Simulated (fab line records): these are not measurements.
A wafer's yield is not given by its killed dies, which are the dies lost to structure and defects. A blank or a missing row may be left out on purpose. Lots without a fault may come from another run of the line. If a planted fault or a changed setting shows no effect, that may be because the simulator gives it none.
Which tool did it? -- flow sky130 -- 9 lots, 27 wafers sampled, at 4 steps of a route of 708

WHAT THE GAUGES READ, wafer by wafer
SKY_METAL1_RS_MEAS_05: measurement is done with a four-point probe.
lot,measured,on,METAL1_ALCU_RS (ohm/sq)
L558,day 32 01:26,filmMetro-03,0.1288 0.1276 0.1291
L563,day 34 07:05,filmMetro-03,0.1254 0.1258 0.0903 0.1257 0.1260 0.0905
L564,day 34 11:53,filmMetro-02,0.0902 0.1252 0.1249 0.0905 0.1253 0.1252
L570,day 36 17:38,filmMetro-01,0.1266 0.1261 0.1274
L571,day 36 23:24,filmMetro-02,0.1269 0.1268 0.1257
L573,day 37 04:02,filmMetro-02,0.1280 0.1269 0.1283
L574,day 37 18:53,filmMetro-02,0.1254 0.1240 0.1251
L577,day 38 10:47,filmMetro-03,0.1263 0.1250 0.1263
L578,day 38 19:55,filmMetro-03,0.1227 0.1224 0.1223

EACH LOT AND THE TOOL THAT RAN IT (in order: tool; ch and the chambers of the sampled wafers; start)
lot,SKY_POLY_CUT_STRIP_12,SKY_LI_CONTACT_SPUTTER_19,SKY_METAL1_SPUTTER_02
L558,"plasmaAsher-01 ch 0,1, day 24 16:16","pvdSputter-01, day 29 13:37","pvdSputter-01, day 32 01:20"
L563,"plasmaAsher-01 ch 0,1, day 27 02:07","pvdSputter-04, day 31 21:04","pvdSputter-03, day 34 06:59"
L564,"plasmaAsher-03 ch 0,1, day 27 07:26","pvdSputter-04, day 32 02:07","pvdSputter-03, day 34 11:46"
L570,"plasmaAsher-03 ch 0,1, day 29 15:46","pvdSputter-04, day 34 08:11","pvdSputter-02, day 36 17:32"
L571,"plasmaAsher-04 ch 0,1, day 29 20:31","pvdSputter-04, day 34 12:04","pvdSputter-01, day 36 23:17"
L573,"plasmaAsher-04 ch 0,1, day 30 02:41","pvdSputter-02, day 34 17:37","pvdSputter-02, day 37 03:57"
L574,"plasmaAsher-04 ch 0,1, day 30 17:23","pvdSputter-01, day 35 09:13","pvdSputter-03, day 37 18:43"
L577,"plasmaAsher-04 ch 0,1, day 31 11:53","pvdSputter-04, day 36 01:58","pvdSputter-02, day 38 10:40"
L578,"plasmaAsher-04 ch 1, day 31 20:22","pvdSputter-02, day 36 11:17","pvdSputter-03, day 38 19:48"
- SKY_POLY_CUT_STRIP_12: strips in O2/N2.
- SKY_LI_CONTACT_SPUTTER_19: material Ti, target thk 20 nm, time 106.37 s.
- SKY_METAL1_SPUTTER_02: material AlCu, target thk 250 nm, time 13.3 s.

THE ANSWER, worked out from the rows above alone
Rule: the usual values come from the lots themselves. The widest of any qualifying gaps counts: lots, ordered by their means at a reading, are off when they make up no more than a third of the lots, leave a main group of 4 or more, and stand apart from it by 3 or more times the standard deviation of that group's means. The tables above print the reading to a certain number of digits; a main group whose means all agree to those digits is not used. Also off: a lot with no number at a reading for which 4 or more lots have one. Where the step has rows for the other lots, those lots are counted as sound.
Off: at SKY_METAL1_RS_MEAS_05 (METAL1_ALCU_RS), L563, L564. For the main group the mean is 0.1261 ohm/sq and the standard deviation 0.0018.
A tool fits if, at a process step before that reading, it ran every lot that is off, and no sound lot after the first of them. Those tools and the gauges at SKY_METAL1_RS_MEAS_05 are tried in the same way. None of those tried fits.

WHAT THE SIMULATOR PUT IN
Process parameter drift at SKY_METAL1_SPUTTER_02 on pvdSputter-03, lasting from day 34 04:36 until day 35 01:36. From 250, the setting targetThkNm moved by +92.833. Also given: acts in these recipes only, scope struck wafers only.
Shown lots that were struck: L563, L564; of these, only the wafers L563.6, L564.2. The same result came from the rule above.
